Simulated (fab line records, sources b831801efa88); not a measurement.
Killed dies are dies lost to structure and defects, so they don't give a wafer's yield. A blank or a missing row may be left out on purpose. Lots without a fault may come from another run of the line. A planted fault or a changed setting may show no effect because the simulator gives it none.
One fault seen from 2 desks | flow sky130 | each desk has only its own numbers; what lay behind them comes last

THE METROLOGY DESK
What the gauges read, lot by lot, whatever tool the lot ran on: means of the sampled wafers that have a number. A lot is out of limits, marked OUT, if its mean lies more than 4 standard deviations from the usual mean; the brackets give that distance.
Columns: A = VIA2_W_RS at SKY_VIA2_RS_MEAS_22, usual 0.274 ohm/sq
lot  | first seen here | A
L960 | day 36 16:19    | 0.275
L961 | day 37 00:11    | 0.273
L962 | day 37 03:40    | 0.270
L963 | day 37 13:34    | 0.275
L965 | day 38 10:38    | 0.272
L966 | day 38 12:05    | 0.277
L964 | day 38 12:46    | 0.270
L967 | day 39 06:04    | 0.277
L968 | day 39 14:56    | 0.277
L971 | day 40 01:04    | 0.278
L974 | day 41 01:11    | 0.282
L976 | day 41 21:31    | 0.267
This desk's finding: nothing out of limits on any of the 12 lots.

THE TOOL OWNER'S DESK: cvd_w-02
The tool's own readings at SKY_VIA1_CVD_21 (deposits W, target thk 270 nm, time 80.902 s): means of the sampled wafers that have a number, for each lot that ran on this tool. A lot is out of limits, marked OUT, if its mean lies more than 4 standard deviations from the usual mean; the brackets give that distance.
Columns: A = heater_power_w at SKY_VIA1_CVD_21, usual 842 W
lot  | first seen here | A
L961 | day 34 15:22    | 837
L963 | day 35 06:09    | 940
L964 | day 36 05:24    | 948
L967 | day 36 22:21    | 936
L971 | day 37 19:27    | 948
L976 | day 39 17:50    | 804
This desk's finding: nothing out of limits on any of the 6 lots.

PUT TOGETHER
The metrology desk saw nothing out of limits.
The tool owner's desk saw nothing out of limits.

WHAT THE SIMULATOR HAD PUT IN
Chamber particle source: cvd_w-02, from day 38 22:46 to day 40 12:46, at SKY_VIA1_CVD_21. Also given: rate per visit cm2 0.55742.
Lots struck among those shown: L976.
